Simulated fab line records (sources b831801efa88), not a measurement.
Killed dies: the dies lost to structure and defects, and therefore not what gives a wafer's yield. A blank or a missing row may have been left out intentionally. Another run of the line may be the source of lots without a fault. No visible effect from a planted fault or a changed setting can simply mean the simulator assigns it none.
The tool behind it: which one? :: flow sky130 :: 12 lots, 36 wafers sampled, at 5 steps of a route of 708

## WHAT THE GAUGES READ, wafer by wafer
SKY_POLY_GATE_THK_MEAS_21.
lot: L851
measured: day 16 20:46
on: film-metro-01
POLY_GATE_OXIDATION_THK (nm): 4.15 4.15 4.14

lot: L855
measured: day 19 12:44
on: film-metro-02
POLY_GATE_OXIDATION_THK (nm): 3.78 3.79 3.75

lot: L857
measured: day 20 07:53
on: film-metro-02
POLY_GATE_OXIDATION_THK (nm): 4.09 3.99 4.01

lot: L860
measured: day 20 14:46
on: film-metro-01
POLY_GATE_OXIDATION_THK (nm): 3.97 3.88 3.98

lot: L861
measured: day 20 20:18
on: film-metro-02
POLY_GATE_OXIDATION_THK (nm): 4.08 4.13 4.07

lot: L865
measured: day 22 04:19
on: film-metro-04
POLY_GATE_OXIDATION_THK (nm): 3.91 3.96 4.00

lot: L866
measured: day 22 17:48
on: film-metro-02
POLY_GATE_OXIDATION_THK (nm): 3.84 3.84 3.83

lot: L867
measured: day 22 23:16
on: film-metro-01
POLY_GATE_OXIDATION_THK (nm): 3.93 3.91 3.97

lot: L870
measured: day 23 19:08
on: film-metro-02
POLY_GATE_OXIDATION_THK (nm): 4.05 3.99 4.08

lot: L871
measured: day 24 03:30
on: film-metro-01
POLY_GATE_OXIDATION_THK (nm): 4.11 4.06 4.05

lot: L872
measured: day 24 13:20
on: film-metro-04
POLY_GATE_OXIDATION_THK (nm): 4.14 4.12 4.08

lot: L873
measured: day 24 18:12
on: film-metro-04
POLY_GATE_OXIDATION_THK (nm): 3.91 3.98 3.90

SKY_LDD_P_TW_MEAS_11.
lot: L851
measured: day 19 09:26
on: film-metro-02
LDD_P_TW: 634 632 634

lot: L855
measured: day 22 04:15
on: film-metro-02
LDD_P_TW: 632 632 633

lot: L857
measured: day 22 22:55
on: film-metro-02
LDD_P_TW: 647 651 648

lot: L860
measured: day 23 04:47
on: film-metro-02
LDD_P_TW: 641 642 644

lot: L861
measured: day 23 11:22
on: film-metro-02
LDD_P_TW: 645 648 643

lot: L865
measured: day 24 17:41
on: film-metro-02
LDD_P_TW: 634 638 639

lot: L866
measured: day 25 07:09
on: film-metro-03
LDD_P_TW: 629 626 628

lot: L867
measured: day 25 12:26
on: film-metro-04
LDD_P_TW: 635 640 634

lot: L870
measured: day 26 07:06
on: film-metro-03
LDD_P_TW: 632 632 633

lot: L871
measured: day 26 16:23
on: film-metro-03
LDD_P_TW: 630 628 629

lot: L872
measured: day 27 01:17
on: film-metro-03
LDD_P_TW: 625 627 627

lot: L873
measured: day 27 06:37
on: film-metro-02
LDD_P_TW: 630 630 634

SKY_LDD_HVP_OVL_MEAS_07.
lot: L851
measured: day 21 23:31
on: overlay-02
LDD_HVP_OVL (nm): 0.4 -0.6 0.6

lot: L855
measured: day 24 16:41
on: overlay-02
LDD_HVP_OVL (nm): 2.7 0.4 2.0

lot: L857
measured: day 25 11:23
on: overlay-01
LDD_HVP_OVL (nm): 1.2 2.2 0.3

lot: L860
measured: day 25 16:04
on: overlay-01
LDD_HVP_OVL (nm): 0.3 -0.4 -0.1

lot: L861
measured: day 25 22:50
on: overlay-01
LDD_HVP_OVL (nm): 0.1 -0.1 -1.3

lot: L865
measured: day 27 04:20
on: overlay-01
LDD_HVP_OVL (nm): 0.4 0.0 -1.0

lot: L866
measured: day 27 17:37
on: overlay-01
LDD_HVP_OVL (nm): 0.6 -0.7 -1.2

lot: L867
measured: day 27 23:08
on: overlay-01
LDD_HVP_OVL (nm): 1.3 0.6 1.5

lot: L870
measured: day 28 16:29
on: overlay-02
LDD_HVP_OVL (nm): -0.9 0.9 2.7

lot: L871
measured: day 29 01:50
on: overlay-01
LDD_HVP_OVL (nm): 2.1 2.5 2.6

lot: L872
measured: day 29 09:05
on: overlay-02
LDD_HVP_OVL (nm): -0.4 1.7 1.8

lot: L873
measured: day 29 14:57
on: overlay-02
LDD_HVP_OVL (nm): 1.4 2.8 1.1

## WHICH TOOL RAN EACH LOT (tool, then ch and the chambers of the sampled wafers, then the start)
lot: L851
SKY_POLY_GATE_ETCH_17: rie-si-01 ch 1,3, day 16 16:29
SKY_LDD_P_IMPLANT_09: implanter-03 ch 0, day 19 09:11

lot: L855
SKY_POLY_GATE_ETCH_17: rie-si-01 ch 0,3, day 19 11:15
SKY_LDD_P_IMPLANT_09: implanter-03 ch 0, day 22 04:00

lot: L857
SKY_POLY_GATE_ETCH_17: rie-si-02 ch 1,2,3, day 20 06:26
SKY_LDD_P_IMPLANT_09: implanter-03 ch 0, day 22 22:40

lot: L860
SKY_POLY_GATE_ETCH_17: rie-si-02 ch 1,2,3, day 20 12:14
SKY_LDD_P_IMPLANT_09: implanter-03 ch 0, day 23 04:32

lot: L861
SKY_POLY_GATE_ETCH_17: rie-si-01 ch 0,2,3, day 20 18:51
SKY_LDD_P_IMPLANT_09: implanter-03 ch 0, day 23 11:07

lot: L865
SKY_POLY_GATE_ETCH_17: rie-si-01 ch 0,1,3, day 22 02:52
SKY_LDD_P_IMPLANT_09: implanter-04 ch 0, day 24 17:26

lot: L866
SKY_POLY_GATE_ETCH_17: rie-si-02 ch 0,1,3, day 22 16:21
SKY_LDD_P_IMPLANT_09: implanter-02 ch 0, day 25 06:54

lot: L867
SKY_POLY_GATE_ETCH_17: rie-si-01 ch 0,2, day 22 21:45
SKY_LDD_P_IMPLANT_09: implanter-02 ch 0, day 25 12:13

lot: L870
SKY_POLY_GATE_ETCH_17: rie-si-02 ch 1,2,3, day 23 17:41
SKY_LDD_P_IMPLANT_09: implanter-02 ch 0, day 26 06:51

lot: L871
SKY_POLY_GATE_ETCH_17: rie-si-01 ch 0,1,2, day 24 02:03
SKY_LDD_P_IMPLANT_09: implanter-03 ch 0, day 26 16:08

lot: L872
SKY_POLY_GATE_ETCH_17: rie-si-02 ch 0,3, day 24 11:53
SKY_LDD_P_IMPLANT_09: implanter-04 ch 0, day 27 01:02

lot: L873
SKY_POLY_GATE_ETCH_17: rie-si-01 ch 0,1, day 24 16:44
SKY_LDD_P_IMPLANT_09: implanter-03 ch 0, day 27 06:23
- SKY_POLY_GATE_ETCH_17: etches poly-Si in HBr/Cl2, stops on SiO2, target depth 180 nm, time 70.5 s.
- SKY_LDD_P_IMPLANT_09

## WHAT THE TOOLS THEMSELVES READ (means of the sampled wafers that have a number; where no wafer has one, the mark that the record gives instead)
SKY_POLY_GATE_ETCH_17.
lot: L851
tool: rie-si-01
drypump-motor-current-A (A): 6.0
oes-product-au (a.u.): 0.988
rf-fwd-power-W (W): 396.1
throttle-valve-pct (%): 33.676

lot: L855
tool: rie-si-01
drypump-motor-current-A (A): 5.5
oes-product-au (a.u.): 0.993
rf-fwd-power-W (W): 397.5
throttle-valve-pct (%): 33.678

lot: L857
tool: rie-si-02
drypump-motor-current-A (A): 5.8
oes-product-au (a.u.): 0.994
rf-fwd-power-W (W): 396.6
throttle-valve-pct (%): 33.684

lot: L860
tool: rie-si-02
drypump-motor-current-A (A): 5.8
oes-product-au (a.u.): 0.992
rf-fwd-power-W (W): 396.3
throttle-valve-pct (%): 33.686

lot: L861
tool: rie-si-01
drypump-motor-current-A (A): 5.7
oes-product-au (a.u.): 0.997
rf-fwd-power-W (W): 396.8
throttle-valve-pct (%): 33.677

lot: L865
tool: rie-si-01
drypump-motor-current-A (A): 5.6
oes-product-au (a.u.): 0.980
rf-fwd-power-W (W): 397.5
throttle-valve-pct (%): 33.682

lot: L866
tool: rie-si-02
drypump-motor-current-A (A): 6.1
oes-product-au (a.u.): 0.994
rf-fwd-power-W (W): 396.3
throttle-valve-pct (%): 33.683

lot: L867
tool: rie-si-01
drypump-motor-current-A (A): 5.8
oes-product-au (a.u.): 0.990
rf-fwd-power-W (W): 396.7
throttle-valve-pct (%): 33.684

lot: L870
tool: rie-si-02
drypump-motor-current-A (A): 5.8
oes-product-au (a.u.): 0.992
rf-fwd-power-W (W): 397.9
throttle-valve-pct (%): 33.687

lot: L871
tool: rie-si-01
drypump-motor-current-A (A): 5.8
oes-product-au (a.u.): 0.981
rf-fwd-power-W (W): 398.0
throttle-valve-pct (%): 33.688

lot: L872
tool: rie-si-02
drypump-motor-current-A (A): 5.9
oes-product-au (a.u.): 0.991
rf-fwd-power-W (W): 395.4
throttle-valve-pct (%): 33.683

lot: L873
tool: rie-si-01
drypump-motor-current-A (A): 5.4
oes-product-au (a.u.): 0.989
rf-fwd-power-W (W): 398.2
throttle-valve-pct (%): 33.689

SKY_LDD_P_IMPLANT_09.
lot: L851
tool: implanter-03
dose-ions-cm2: 1.001e+13
faraday-current-uA: 56.7

lot: L855
tool: implanter-03
dose-ions-cm2: 9.986e+12
faraday-current-uA: 57.6

lot: L857
tool: implanter-03
dose-ions-cm2: 1.073e+13
faraday-current-uA: 58.6

lot: L860
tool: implanter-03
dose-ions-cm2: 1.073e+13
faraday-current-uA: 61.3

lot: L861
tool: implanter-03
dose-ions-cm2: 1.073e+13
faraday-current-uA: 61.4

lot: L865
tool: implanter-04
dose-ions-cm2: 1.001e+13
faraday-current-uA: 56.7

lot: L866
tool: implanter-02
dose-ions-cm2: 9.991e+12
faraday-current-uA: 56.8

lot: L867
tool: implanter-02
dose-ions-cm2: 1.000e+13
faraday-current-uA: 56.4

lot: L870
tool: implanter-02
dose-ions-cm2: 9.994e+12
faraday-current-uA: 56.1

lot: L871
tool: implanter-03
dose-ions-cm2: 1.002e+13
faraday-current-uA: 56.9

lot: L872
tool: implanter-04
dose-ions-cm2: 9.993e+12
faraday-current-uA: 57.0

lot: L873
tool: implanter-03
dose-ions-cm2: 1.000e+13
faraday-current-uA: 57.3

## THE ANSWER, worked out from the rows above alone
Rule: usual is defined by the lots themselves. The widest of any qualifying gaps counts: lots, ordered by their means at a reading, are off when they make up no more than a third of the lots, leave a main group of 4 or more, and stand apart from it by 3 or more times the standard deviation of that group's means. A main group whose means are all the same, to the digits that the tables above print for the reading, isn't used. Also off: a lot with no number at a reading for which 4 or more lots have one. All remaining lots with rows at the step are treated as sound. First the gauges in route order, then the tools' own readings, where a lot's mean is used as printed above. At the first step where some lot is off, the reading lying furthest off is the one used; lots without a number count as furthest.
Off: L857, L860, L861 (SKY_LDD_P_IMPLANT_09, dose-ions-cm2). The main group has a mean of 1.000e+13 with a standard deviation of 1e+10.
A tool fits if, at that step or a process step before it, it ran every lot that is off, and no sound lot after the first of them. No candidate that was tried fits.

## WHAT HAD BEEN PUT IN BY THE SIMULATOR
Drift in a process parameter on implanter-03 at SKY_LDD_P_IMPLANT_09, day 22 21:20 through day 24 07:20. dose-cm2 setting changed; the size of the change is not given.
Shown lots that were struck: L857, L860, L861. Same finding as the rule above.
